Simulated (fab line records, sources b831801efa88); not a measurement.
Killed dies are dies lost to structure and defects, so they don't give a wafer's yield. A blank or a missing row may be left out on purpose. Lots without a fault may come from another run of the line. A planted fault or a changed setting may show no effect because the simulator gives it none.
Chamber matching | flow gf180mcu | GF_V2_CVD_02 on pecvd-03: 3 sister chambers
The step deposits SiO2 from TEOS, target thk 850 nm, time 94.851 s. 6 wafers are shown with their chamber, then 12 later ones without.

WAFERS WITH THEIR CHAMBER
wafer  | chamber | heater_power_w (W) | heater_power_outer_w (W)
L084.1 | 0       | 584                | 308
L084.3 | 1       | 600                | 373
L084.6 | 0       | 627                | 353
L085.1 | 1       | 679                | 424
L085.3 | 2       | 730                | 441
L085.6 | 2       | 784                | 461

WAFERS WITHOUT THEIR CHAMBER
wafer  | heater_power_w (W) | heater_power_outer_w (W)
L088.1 | 774                | 449
L088.3 | 721                | 449
L088.6 | 653                | 366
L094.1 | 697                | 430
L094.4 | 623                | 354
L094.5 | 535                | 273
L095.1 | 708                | 425
L095.3 | 555                | 289
L095.4 | 601                | 320
L097.1 | 669                | 431
L097.2 | 712                | 414
L097.6 | 699                | 447

WHICH CHAMBER EACH WENT THROUGH
wafer  | from the rows above     | in truth
L088.1 | 2                       | 2
L088.3 | can't be placed: 2 or 1 | 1
L088.6 | can't be placed: 1 or 0 | 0
L094.1 | can't be placed: 2 or 1 | 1
L094.4 | can't be placed: 0 or 1 | 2
L094.5 | 0                       | 0
L095.1 | can't be placed: 2 or 1 | 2
L095.3 | 0                       | 0
L095.4 | 0                       | 0
L097.1 | can't be placed: 1 or 2 | 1
L097.2 | can't be placed: 2 or 1 | 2
L097.6 | can't be placed: 2 or 1 | 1
Placed correctly: 4 of 12. Can't be placed from these rows: 8 (the true chamber is among the candidates in 7). Placed wrongly: 0.
How it was worked out, from the rows above alone: a wafer's distance from a chamber is the root of the sum, over the readings, of the square of ((its reading less the chamber's mean) divided by the reading's scatter). The wafer belongs to the nearest chamber; if the next one is less than 2 further off, it can't be placed. A chamber's mean is the mean of its shown wafers. The scatter: the root of (the sum of the squares of (reading less its chamber's mean) over the shown wafers, divided by (wafers less chambers)).
